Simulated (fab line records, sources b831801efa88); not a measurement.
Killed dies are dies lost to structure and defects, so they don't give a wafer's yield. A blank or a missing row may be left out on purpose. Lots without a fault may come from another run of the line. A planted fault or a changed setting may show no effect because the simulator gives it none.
fab line records | flow sky130
record lots=6 wafers=18 last_day=50
route steps=708 shown VT_ADJUST_HVTR@135 VT_ADJUST_PCH@143 PAD_OPEN@708
lots that met no fault: from a run of the same line without faults
start_h: hours from the record's first day to the start of the lot's first wafer shown | wait_h: hours since the lot's step before | " the same as in the row above | L1.1+2: a row that stands for several wafers | - no value, or no start given | * or withheld: withheld | < > ~ a bound
route shown NAME@n: a module of which the file shows steps, and the number in the route of the first | usual: mean/standard deviation of fault-free wafers | same: alike in all rows | chamber/n: place in a boat | sites: the reading at each site | _std_site: their standard deviation | _edge_site: outer sites' mean less inner sites' | radius_mm: how far each site lies from the wafer's centre | mask NAME#n: copy n | behind: the tool/chamber that last shaped the wafer | hold: why the lot was held/for how many hours/how that ended | device: the transistor (n, p or np) that didn't switch | end of line: the same wafers' tests at the end of the route | a step without rows: its recipe alone | killed: dies lost to structure and defects at the first sort, not the wafer's yield | map: a wafer's dies, x killed, . not, _ none there
set.NAME: the setting as run; set.NAME@STEP: as run at that earlier step | model.NAME: the simulator's own value behind a step, which no gauge read
lots at some steps of the route; a table a step, a row a wafer
services: from which hour (start_h, from the record's first day; less than 0 if before it) a tool's chamber was out of use, for how many hours, and why
## steps
# step SKY_VT_ADJUST_HVTR_EXPOSE_04
# recipe mask_id=HVTRM target_cd_nm=380 na=0.6 source_shape=conventional sigma_outer=0.6 dose_mj=150
# step SKY_VT_ADJUST_HVTR_PEB_05
# recipe temp_c=withheld time_s=* resist=NOVOLAK
# step SKY_VT_ADJUST_HVTR_DEVELOP_06
# recipe develop_time_s=60 dev_temp_c=23
# step SKY_VT_ADJUST_HVTR_CD_MEAS_07
# recipe target_cd_nm=380
# usual cd_nm=379.6/2.6
# columns lot.wafer tool chamber start_h wait_h cd_nm
L471.2 cd_sem-02 - 291.82 0.1 378.0
L471.4 " - " " 378.3
L471.5 " - " " 379.2
L472.1 cd_sem-01 - 293.15 0.1 381.0
L472.3 " - " " 381.7
L472.5 " - " " 381.3
L476.2 cd_sem-01 - 314.17 0.1 380.0
L476.4 " - " " 378.2
L476.5 " - " " 376.6
L478.1 cd_sem-02 - 324.79 0.1 381.0
L478.3 " - " " 380.8
L478.5 " - " " 382.2
L481.1 cd_sem-02 - 351.99 0.1 381.1
L481.2 " - " " 381.3
L481.3 " - " " 380.1
L485.2 cd_sem-01 - 382.42 0.1 380.0
L485.3 " - " " 378.8
L485.6 " - " " 380.4
# step SKY_VT_ADJUST_HVTR_OVL_MEAS_08
# usual VT_ADJUST_HVTR_OVL=1.1/1.4
# columns lot.wafer tool chamber start_h wait_h VT_ADJUST_HVTR_OVL[nm]
L471.2 overlay-01 - 291.93 0.1 0.0
L471.4 " - " " -0.6
L471.5 " - " " -2.9
L472.1 overlay-01 - 293.27 0.1 1.8
L472.3 " - " " 2.5
L472.5 " - " " 2.2
L476.2 overlay-02 - 314.28 0.1 -0.4
L476.4 " - " " -0.5
L476.5 " - " " -1.2
L478.1 overlay-02 - 324.91 0.1 2.4
L478.3 " - " " 2.3
L478.5 " - " " 1.3
L481.1 overlay-02 - 352.11 0.1 -1.5
L481.2 " - " " -1.2
L481.3 " - " " 1.3
L485.2 overlay-01 - 382.53 0.1 0.9
L485.3 " - " " -1.1
L485.6 " - " " -2.3
# step SKY_VT_ADJUST_HVTR_IMPLANT_09
# recipe species=B energy_kev=10 dose_cm2=2.1e+12 tilt_deg=withheld
# step SKY_VT_ADJUST_HVTR_STRIP_10
# recipe chemistry=O2/N2 power_w=1400 pressure_mtorr=1500 platen_temp_c=withheld o2_flow_sccm=3000 n2_flow_sccm=300 overash_fraction=0.5
# usual drypump_motor_current_A=5.8/0.36 oes_product_au=0.716/0.0049 strip_time_to_endpoint_s=14.17/0.038
# columns lot.wafer tool chamber start_h wait_h drypump_motor_current_A oes_product_au rf_hours_counter_h strip_time_to_endpoint_s
L471.2 plasma_asher-03 0 292.11 0.1 6.1 0.723 56 14.20
L471.4 " 1 " " 5.9 0.730 - 14.16
L471.5 " 0 " " 6.1 0.710 - 14.20
L472.1 plasma_asher-01 1 293.46 0.1 5.4 0.707 18 14.15
L472.3 " 1 " " 5.5 0.721 - 14.11
L472.5 " 0 " " 6.0 0.710 - 14.14
L476.2 plasma_asher-02 1 314.46 0.1 6.2 0.719 63 14.21
L476.4 " 0 " " 5.1 0.718 - 14.18
L476.5 " 1 " " 6.2 0.717 - 14.23
L478.1 plasma_asher-02 0 325.10 0.1 5.1 0.720 64 14.18
L478.3 " 0 " " 5.1 0.718 - 14.20
L478.5 " 0 " " 5.1 0.714 - 14.22
L481.1 plasma_asher-03 0 352.30 0.1 6.0 0.710 62 14.16
L481.2 " 1 " " 5.9 0.715 62 14.14
L481.3 " 1 " " 5.8 0.714 - 14.14
L485.2 plasma_asher-03 1 382.71 0.1 5.8 0.720 66 14.25
L485.3 " 0 " " 6.1 0.724 - 14.26
L485.6 " 1 " " 5.8 0.722 - 14.23
# step SKY_VT_ADJUST_HVTR_TW_MEAS_11
# usual VT_ADJUST_HVTR_TW=210.8/1.5
# columns lot.wafer tool chamber start_h wait_h VT_ADJUST_HVTR_TW
L471.2 film_metro-03 - 292.22 0.1 209.1
L471.4 " - " " 208.9
L471.5 " - " " 209.8
L472.1 film_metro-01 - 293.56 0.1 212.1
L472.3 " - " " 212.8
L472.5 " - " " 212.2
L476.2 film_metro-01 - 314.57 0.1 211.6
L476.4 " - " " 211.4
L476.5 " - " " 212.0
L478.1 film_metro-03 - 325.20 0.1 208.7
L478.3 " - " " 209.4
L478.5 " - " " 208.3
L481.1 film_metro-01 - 352.40 0.1 212.2
L481.2 " - " " 212.6
L481.3 " - " " 213.2
L485.2 film_metro-03 - 382.82 0.1 208.0
L485.3 " - " " 208.8
L485.6 " - " " 208.2
# step SKY_VT_ADJUST_PCH_DEHYDRATE_00
# recipe temp_c=200 time_s=60
# step SKY_VT_ADJUST_PCH_HMDS_01
# recipe prime_time_s=60 prime_temp_c=120
# step SKY_VT_ADJUST_PCH_COAT_02
# recipe spin_rpm=2000 resist_thk_nm=3000
# step SKY_VT_ADJUST_PCH_SOFTBAKE_03
# recipe temp_c=110 time_s=withheld
# step SKY_VT_ADJUST_PCH_EXPOSE_04
# recipe mask_id=NWM na=0.6 source_shape=conventional sigma_outer=0.6 polarization=unpolarized target_cd_nm=840 dose_mj=255
# columns lot.wafer tool chamber start_h wait_h mask model.VT_ADJUST_PCH.overlay_x_nm
L471.2+4+5 iline_stepper-01 0 305.24 - NWM#0 -0.05851
L472.1+3+5 iline_stepper-02 0 306.37 - NWM#0 -0.1203
L476.2+4+5 iline_stepper-01 0 327.67 - NWM#0 -0.1005
L478.1+3+5 iline_stepper-02 0 338.49 - NWM#0 259.5
L481.1+2+3 iline_stepper-02 0 366.17 - NWM#0 259.8
L485.2+3+6 iline_stepper-01 0 397.44 - NWM#0 0.02612
# step SKY_VT_ADJUST_PCH_PEB_05
# recipe temp_c=115 time_s=withheld
# step SKY_VT_ADJUST_PCH_DEVELOP_06
# recipe wall_angle_deg=90 developer=TMAH develop_time_s=60 dev_temp_c=23
# step SKY_VT_ADJUST_PCH_OVL_MEAS_07
# usual VT_ADJUST_PCH_OVL=0.6/1.7
# columns lot.wafer tool chamber start_h wait_h hold VT_ADJUST_PCH_OVL[nm]
L471.2 overlay-02 - 317.46 - - 1.2
L471.4 " - " " - -0.1
L471.5 " - " " - 0.2
L472.1 overlay-02 - 319.22 - - 2.5
L472.3 " - " " - -0.1
L472.5 " - " " - 2.3
L476.2 overlay-01 - 341.13 - - -1.3
L476.4 " - " " - 1.4
L476.5 " - " " - -1.8
L478.1 overlay-01 - 352.07 - await_dispo/0.2h/release 260.2
L478.3 " - " " await_dispo/0.2h/release 258.0
L478.5 " - " " await_dispo/0.2h/release 261.8
L478.1 overlay-01 - 352.27 0.2 - 258.4
L478.3 " - " " - 256.6
L478.5 " - " " - 260.1
L481.1 overlay-01 - 380.02 - await_dispo/0.2h/release 261.7
L481.2 " - " " await_dispo/0.2h/release 260.4
L481.3 " - " " await_dispo/0.2h/release 262.8
L481.1 overlay-01 - 380.22 0.2 - 260.0
L481.2 " - " " - 259.6
L481.3 " - " " - 261.3
L485.2 overlay-02 - 412.21 - - -0.3
L485.3 " - " " - 0.4
L485.6 " - " " - 2.2
# step SKY_PAD_OPEN_PROBE_99
# usual defect_limited_yield=82.0/1.9 killed_at_M0_to_M3=46/6.7 killed_at_M4_up=3.3/2 killed_at_contacts=24/5.4 killed_at_front_end=15/4.3 killed_at_other=0.4/0.64 killed_dies=89/9.1 killed_open=48/7.2 killed_short=40/6.3
# same gross_dies=492 killed_at_back_side=0
# columns lot.wafer tool chamber start_h wait_h defect_limited_yield[%] killed_at_M0_to_M3 killed_at_M4_up killed_at_contacts killed_at_front_end killed_at_other killed_dies killed_open killed_short
L471.2 prober-01 - 1156.73 0.1 83.1 42 4 28 9 0 83 49 34
L471.4 prober-01 - 1156.83 0.2 78.9 52 3 37 12 0 104 61 43
L471.5 prober-01 - 1156.88 0.2 81.5 48 1 27 14 1 91 54 37
L472.1 prober-02 - 1156.81 0.1 78.9 45 6 32 19 2 104 53 51
L472.3 prober-02 - 1156.91 0.2 83.1 34 5 27 16 1 83 46 37
L472.5 prober-02 - 1157.01 0.2 79.7 46 2 27 23 2 100 49 50
L476.2 prober-02 - 1170.02 0.1 84.6 44 1 15 16 0 76 46 29
L476.4 prober-02 - 1170.12 0.2 83.5 47 1 18 15 0 81 54 27
L476.5 prober-02 - 1170.17 0.2 83.7 37 3 23 17 0 80 39 41
L485.2 prober-02 - 1209.49 0.1 83.7 43 0 23 14 0 80 49 31
L485.3 prober-02 - 1209.54 0.2 83.1 43 4 20 16 0 83 39 43
L485.6 prober-02 - 1209.69 0.2 80.9 49 5 26 13 1 94 48 46
# killed by level:class
L471.2 VIA3:geometric_particle:open=13 LI_CONTACT:geometric_particle:open=10 VIA1:geometric_particle:open=10 CONTACT:geometric_particle:short=8 METAL1:geometric_particle:short=5 LI_CONTACT:geometric_particle:short=4 CONTACT:geometric_particle:open=4 VIA1:geometric_particle:short=3
L472.1 CONTACT:geometric_particle:open=11 LI_CONTACT:geometric_particle:open=7 METAL1:geometric_particle:short=7 VIA1:geometric_particle:open=7 METAL2:geometric_particle:short=7 FIELD_ISO:geometric_particle:open=6 CONTACT:geometric_particle:short=6 POLY_GATE:geometric_particle:open=5
L471.4 CONTACT:geometric_particle:open=14 LI_CONTACT:geometric_particle:open=13 VIA1:geometric_particle:open=9 METAL1:geometric_particle:short=7 VIA2:geometric_particle:open=7 METAL2:geometric_particle:short=7 VIA3:geometric_particle:short=5 VIA3:geometric_particle:open=5
L471.5 VIA3:geometric_particle:open=12 CONTACT:geometric_particle:open=8 VIA1:geometric_particle:open=8 LI_CONTACT:geometric_particle:open=6 VIA1:geometric_particle:short=5 LOCAL_INTERCONNECT:geometric_particle:short=5 POLY_GATE:geometric_particle:short=4 CONTACT:geometric_particle:short=4
L472.3 VIA1:geometric_particle:open=11 CONTACT:geometric_particle:open=9 FIELD_ISO:geometric_particle:open=6 VIA2:geometric_particle:open=6 LI_CONTACT:geometric_particle:open=6 FIELD_ISO:geometric_particle:short=4 LOCAL_INTERCONNECT:geometric_particle:short=4 CONTACT:geometric_particle:short=4
L472.5 CONTACT:geometric_particle:open=10 LI_CONTACT:geometric_particle:open=9 FIELD_ISO:geometric_particle:short=8 VIA1:geometric_particle:open=8 POLY_GATE:geometric_particle:short=6 METAL2:geometric_particle:short=6 VIA2:geometric_particle:open=5 VIA2:geometric_particle:short=5
L476.2 VIA3:geometric_particle:open=15 CONTACT:geometric_particle:open=7 VIA1:geometric_particle:open=5 METAL1:geometric_particle:short=5 VIA2:geometric_particle:open=5 LI_CONTACT:geometric_particle:open=4 VIA1:geometric_particle:short=4 FIELD_ISO:geometric_particle:short=3
L476.4 VIA2:geometric_particle:open=12 VIA1:geometric_particle:open=12 CONTACT:geometric_particle:open=8 METAL1:geometric_particle:short=5 VIA3:geometric_particle:open=5 METAL2:geometric_particle:short=4 POLY_GATE:geometric_particle:open=3 LOCAL_INTERCONNECT:geometric_particle:short=3
L476.5 CONTACT:geometric_particle:open=13 METAL2:geometric_particle:short=9 METAL1:geometric_particle:short=8 FIELD_ISO:geometric_particle:open=6 VIA1:geometric_particle:open=5 LI_CONTACT:geometric_particle:open=4 VIA2:geometric_particle:open=4 VIA3:geometric_particle:open=4
L485.2 VIA1:geometric_particle:open=11 CONTACT:geometric_particle:open=8 VIA1:geometric_particle:short=7 VIA2:geometric_particle:open=6 LI_CONTACT:geometric_particle:open=5 LOCAL_INTERCONNECT:geometric_particle:short=5 VIA3:geometric_particle:open=5 FIELD_ISO:geometric_particle:open=4
L485.3 CONTACT:geometric_particle:open=10 METAL1:geometric_particle:short=10 VIA1:geometric_particle:open=10 FIELD_ISO:geometric_particle:short=7 VIA2:geometric_particle:open=6 POLY_GATE:geometric_particle:short=5 VIA1:geometric_particle:short=5 CONTACT:geometric_particle:short=4
L485.6 CONTACT:geometric_particle:open=12 VIA1:geometric_particle:open=9 METAL1:geometric_particle:short=8 LI_CONTACT:geometric_particle:open=6 VIA3:geometric_particle:open=6 VIA1:geometric_particle:short=6 METAL2:geometric_particle:short=5 FIELD_ISO:geometric_particle:open=4
## services
# columns tool chamber start_h hours kind
iline_stepper-02 0 288.56 - calibration
iline_stepper-01 - 295.13 1.7 pm
iline_stepper-02 - 352.29 6.5 repair
plasma_asher-02 - 354.21 5.5 pm
iline_stepper-01 0 383.02 - calibration
plasma_asher-01 - 394.69 12.0 repair
## key
first_sign step=SKY_VT_ADJUST_PCH_OVL_MEAS_07 reading=visit direction=added
effect step=SKY_VT_ADJUST_PCH_OVL_MEAS_07 reading=VT_ADJUST_PCH_OVL direction=up sigmas=99+ usual=0.6 struck=260.8
model_effect step=SKY_VT_ADJUST_PCH_EXPOSE_04 value=VT_ADJUST_PCH.overlay_x_nm without=0.09053 struck=259.6
met_at SKY_VT_ADJUST_PCH_EXPOSE_04
struck_wafers L478.1,L478.3,L478.5,L481.1,L481.2,L481.3
scrapped_behind SKY_VT_ADJUST_PCH_OVL_MEAS_07 L478.1,L478.3,L478.5,L481.1,L481.2,L481.3
onset_between 306.37 338.49
fault kind=scanner_matching_overlay tool=iline_stepper-02 chamber=- onset_h=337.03 steps=SKY_VT_ADJUST_PCH_EXPOSE_04 offset=259.55
